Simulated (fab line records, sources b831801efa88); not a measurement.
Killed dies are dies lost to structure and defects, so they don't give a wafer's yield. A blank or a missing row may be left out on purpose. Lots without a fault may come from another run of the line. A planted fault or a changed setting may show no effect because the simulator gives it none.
A struck lot beside a sound one | flow sky130 | 43 steps out of a route of 708
Sound: wafers L527.2, L527.3, L527.5. Struck: wafers L533.1, L533.3, L533.5. The cause comes at the end.
At each step with rows: each side's tool, then ch and its chambers, then its first start. Under that, the readings that differ: sound wafers | struck wafers | difference of the means | sigmas: that difference in standard deviations of wafers without a fault.
alike: readings whose means differ by less than 2 such deviations, and words and numbers that are the same on both sides. not compared: withheld readings, readings that some wafer has no value for, bounds like >300 that may hide the same value, and numbers for which the record gives no deviation and whose values overlap.
The two part at a step that has a row with sigmas, a row that says differs or no value, or rows on one side only. Numbers that don't overlap but have no deviation are shown without sigmas and don't part them. A reading that every wafer of one side lacks parts them only if that side has two wafers or more.

first, 4 steps without rows for these wafers: SKY_VIA3_SOFTBAKE_08 (time 90 s); SKY_VIA3_EXPOSE_09 (exposes mask VIM3, target cd 200 nm); SKY_VIA3_PEB_10; SKY_VIA3_DEVELOP_11 (develop time 60 s).
SKY_VIA3_CD_MEAS_12: target cd 200 nm.
  sound on cd_sem-02, day 41 02:52; struck on cd_sem-01, day 42 12:15
  alike: cd_nm
SKY_VIA3_OVL_MEAS_13:
  sound on overlay-01, day 41 02:58; struck on overlay-01, day 42 12:22
  alike: VIA3_OVL
SKY_VIA3_ETCH_14: etches BARC in N2/H2, stops on SiO2, time 45.9 s, target depth 60 nm.
  sound on rie_diel-02 ch 0,2, day 41 03:00; struck on rie_diel-01 ch 1,2,3, day 42 12:25
  alike: drypump_motor_current_A, oes_product_au, throttle_valve_pct
  not compared: rf_hours_counter_h
then, 5 steps without rows for these wafers: SKY_VIA3_ETCH_15 (etches SiO2 in C4F8/O2/Ar, stops on TiN, target depth 507 nm, time 78 s); SKY_VIA3_STRIP_16 (strips in O2/N2); SKY_VIA3_STRIP_17 (strips in post etch residue remover, time 1200 s); SKY_VIA3_CLEAN_18 (cleans in IPA, time 180 s); SKY_VIA3_CLEAN_19 (cleans in O3/DIW).
SKY_VIA3_SPUTTER_20: material TiN, target thk 20 nm, time 80 s.
  sound on pvd_sputter-03, day 41 03:41; struck on pvd_sputter-02, day 42 13:06
  alike: throttle_valve_pct
SKY_VIA3_CVD_21: deposits W, target thk 390 nm, time 117.31 s.
  sound on cvd_w-01 ch 0, day 41 03:45; struck on cvd_w-02 ch 0, day 42 13:10
  alike: heater_power_w, susceptor_temp_C
SKY_VIA3_RS_MEAS_22: measures by four-point-probe.
  sound on film_metro-01, day 41 03:54; struck on film_metro-04, day 42 13:17
  alike: VIA3_W_RS
SKY_VIA3_THK_MEAS_23: measures by xrf.
  sound on film_metro-01, day 41 04:01; struck on film_metro-04, day 42 13:24
  alike: VIA3_W_THK
then, 4 steps without rows for these wafers: SKY_VIA3_CMP_24 (polishes, stops on SiO2, t overpolish 20 s, target thk 0 nm); SKY_METAL4_SPUTTER_00 (material Ti, target thk 15 nm, time 10 s); SKY_METAL4_SPUTTER_01 (material TiN, target thk 20 nm, time 16.7 s); SKY_METAL4_SPUTTER_02 (material AlCu, target thk 735 nm, time 39.1 s).
SKY_METAL4_SPUTTER_03: material Ti, target thk 5 nm, time 3.3 s.
  sound on pvd_sputter-04, day 41 04:26; struck on pvd_sputter-04, day 42 13:51
  alike: throttle_valve_pct
then, 2 steps without rows for these wafers: SKY_METAL4_SPUTTER_04 (material TiN, target thk 70 nm, time 58.3 s); SKY_CAP2M_CVD_00 (deposits SiO2, target thk 15.5 nm).
SKY_CAP2M_THK_MEAS_01:
  sound on film_metro-03, day 41 04:33; struck on film_metro-03, day 42 13:57
  alike: CAP2M_CVD_00_THK
SKY_CAP2M_SPUTTER_02: material TiN, target thk 200 nm, time 166.7 s.
  sound on pvd_sputter-02, day 41 04:36; struck on pvd_sputter-03, day 42 14:01
  alike: susceptor_temp_C, throttle_valve_pct
SKY_CAP2M_RS_MEAS_03: measures by four-point-probe.
  sound on film_metro-04, day 41 04:44; struck on film_metro-04, day 42 14:07
  reading               | sound          | struck         | difference | sigmas
  CAP2M_TIN_RS (ohm/sq) | 6.95 7.01 7.02 | 6.82 6.79 6.87 | -0.17      | -2
SKY_CAP2M_THK_MEAS_04: measures by xrf.
  sound on film_metro-04, day 41 04:50; struck on film_metro-04, day 42 14:14
  reading            | sound             | struck            | difference | sigmas
  CAP2M_TIN_THK (nm) | 197.9 196.4 197.8 | 202.8 204.3 201.5 | +5.5       | +3
then, 7 steps without rows for these wafers: SKY_CAP2M_DEHYDRATE_05 (time 60 s); SKY_CAP2M_HMDS_06 (prime time 60 s); SKY_CAP2M_COAT_07 (resist thk 1140 nm); SKY_CAP2M_SOFTBAKE_08 (time 60 s); SKY_CAP2M_EXPOSE_09 (exposes mask CAP2M, target cd 1000 nm); SKY_CAP2M_PEB_10; SKY_CAP2M_DEVELOP_11 (develop time 60 s).
SKY_CAP2M_OVL_MEAS_12:
  sound on overlay-01, day 42 03:31; struck on overlay-01, day 43 13:14
  reading        | sound       | struck        | difference | sigmas
  CAP2M_OVL (nm) | 3.9 3.2 3.6 | -0.5 2.3 -1.1 | -3.3       | -2
SKY_CAP2M_METAL_ETCH_13: etches TiN in Cl2/BCl3, stops on SiO2, target depth 220 nm, time 62.9 s.
  sound on rie_metal-04 ch 0,1, day 42 03:41; struck on rie_metal-04 ch 0,1, day 43 13:17
  reading                | sound                | struck               | difference | sigmas
  throttle_valve_pct (%) | 21.907 21.911 21.923 | 21.888 21.900 21.892 | -0.020     | -2
  alike: drypump_motor_current_A, oes_product_au
  not compared: rf_hours_counter_h
then, 6 steps without rows for these wafers: SKY_CAP2M_STRIP_14 (strips in O2/N2); SKY_CAP2M_STRIP_15 (strips in post etch residue remover, time 1200 s); SKY_CAP2M_CLEAN_16 (cleans in IPA, time 180 s); SKY_CAP2M_CLEAN_17 (cleans in O3/DIW); SKY_METAL4_DEHYDRATE_05 (time 60 s); SKY_METAL4_HMDS_06 (prime time 60 s).
-- the record jumps here: 5 days lie between the struck wafers' starts before and after (it left off in module METAL4 and takes up again in module PAD_OPEN, whose first step shown is number 708 of the route) --
SKY_PAD_OPEN_PROBE_99:
  sound on prober-01, day 46 23:37; struck on prober-01, day 48 05:07
  reading                               | sound               | struck                                                                     | difference                   | sigmas
  hold                                  | - - -               | await_dispo/4.0h/release await_dispo/4.0h/release await_dispo/4.0h/release | no value on the sound wafers |
  defect_limited_yield (%)              | 82.7 85.6 84.8      | 74.4 71.1 72.8                                                             | -11.6                        | -6
  killed_at_M0_to_M3                    | 45 40 39            | 87 91 83                                                                   | +46                          | +7
  killed_dies                           | 85 71 75            | 126 142 134                                                                | +57                          | +6
  sort_bin_3_pad_short (%)              | 1.4 0.6 0.6         | 3.5 2.6 2.4                                                                | +2.0                         | +5
  sort_bin_5_function (%)               | 9.8 8.7 8.7         | 14.4 17.5 17.5                                                             | +7.4                         | +5
  sort_n_pass                           | 407 421 417         | 366 350 358                                                                | -57                          | -6
  sort_yield_pct (%)                    | 82.7 85.6 84.8      | 74.4 71.1 72.8                                                             | -11.6                        | -6
  model.etest.tester.sort_n_pass        | 407 421 417         | 366 350 358                                                                | -57                          |
  model.etest.tester.sort_yield_pct (%) | 82.72 85.57 84.76   | 74.39 71.14 72.76                                                          | -11.59                       |
  model.etest.tester.sort_bin_5_pct (%) | 9.756 8.74 8.74     | 14.43 17.48 17.48                                                          | +7.38                        |
  model.etest.tester.sort_bin_3_pct (%) | 1.423 0.6098 0.6098 | 3.455 2.642 2.439                                                          | +1.964                       |
  alike: killed_at_M4_up, killed_at_contacts, killed_at_front_end, killed_at_other, killed_open, killed_short, sort_bin_6_memory

WHERE THEY PART
First at SKY_CAP2M_RS_MEAS_03; last, within this record, at SKY_PAD_OPEN_PROBE_99.

WHY: what the simulator had put in
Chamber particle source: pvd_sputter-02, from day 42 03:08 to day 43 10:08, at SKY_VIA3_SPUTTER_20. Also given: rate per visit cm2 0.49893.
